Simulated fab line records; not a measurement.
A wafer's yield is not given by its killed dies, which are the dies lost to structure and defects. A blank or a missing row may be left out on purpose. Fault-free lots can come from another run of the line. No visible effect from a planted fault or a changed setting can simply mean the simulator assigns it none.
Which tool did it? || flow gf180mcu || at 1 step of a route of 602, 12 lots with 36 wafers sampled

## WHAT THE GAUGES READ, wafer by wafer
GF_M2_THK_MEAS_06: measures by xrf.
{"lot": "L075", "measured": "day 20 19:59", "on": "film metro-01", "M2_ALCU_THK (nm)": "435 439 441"}
{"lot": "L077", "measured": "day 21 12:46", "on": "film metro-04", "M2_ALCU_THK (nm)": "440 437 438"}
{"lot": "L079", "measured": "day 22 13:04", "on": "film metro-04", "M2_ALCU_THK (nm)": "435 434 440"}
{"lot": "L081", "measured": "day 22 20:46", "on": "film metro-03", "M2_ALCU_THK (nm)": "450 444 439"}
{"lot": "L083", "measured": "day 23 10:49", "on": "film metro-03", "M2_ALCU_THK (nm)": "443 444 443"}
{"lot": "L085", "measured": "day 24 00:11", "on": "film metro-04", "M2_ALCU_THK (nm)": "442 439 432"}
{"lot": "L087", "measured": "day 24 19:52", "on": "film metro-03", "M2_ALCU_THK (nm)": "438 443 439"}
{"lot": "L089", "measured": "day 25 06:27", "on": "film metro-03", "M2_ALCU_THK (nm)": "440 436 445"}
{"lot": "L091", "measured": "day 26 03:02", "on": "film metro-03", "M2_ALCU_THK (nm)": "440 441 442"}
{"lot": "L093", "measured": "day 26 12:07", "on": "film metro-04", "M2_ALCU_THK (nm)": "446 445 445"}
{"lot": "L095", "measured": "day 27 01:22", "on": "film metro-03", "M2_ALCU_THK (nm)": "438 439 440"}
{"lot": "L097", "measured": "day 27 10:10", "on": "film metro-01", "M2_ALCU_THK (nm)": "438 439 437"}

## TOOL THAT RAN EACH LOT (tool first, then ch and the chambers of the sampled wafers, then the start)
No process step before these readings appears in the record.

## THE ANSWER, worked out from the rows above alone
Rule: the lots themselves supply what counts as usual. Put in order of their means at a reading, lots are off if they are a third of the lots or fewer, leave a main group of 4 or more, and stand apart from it by a gap of 3 or more times the standard deviation of the main group's means; of several such gaps the widest counts. If all means in a main group match to the digits the tables above print for the reading, that group is not used. A lot without any number at a reading at which 4 lots or more have one is off too. The other lots that the step has rows for count as sound.
Nothing can be told from this: no lot is off at any reading shown.

## WHAT HAD BEEN PUT IN BY THE SIMULATOR
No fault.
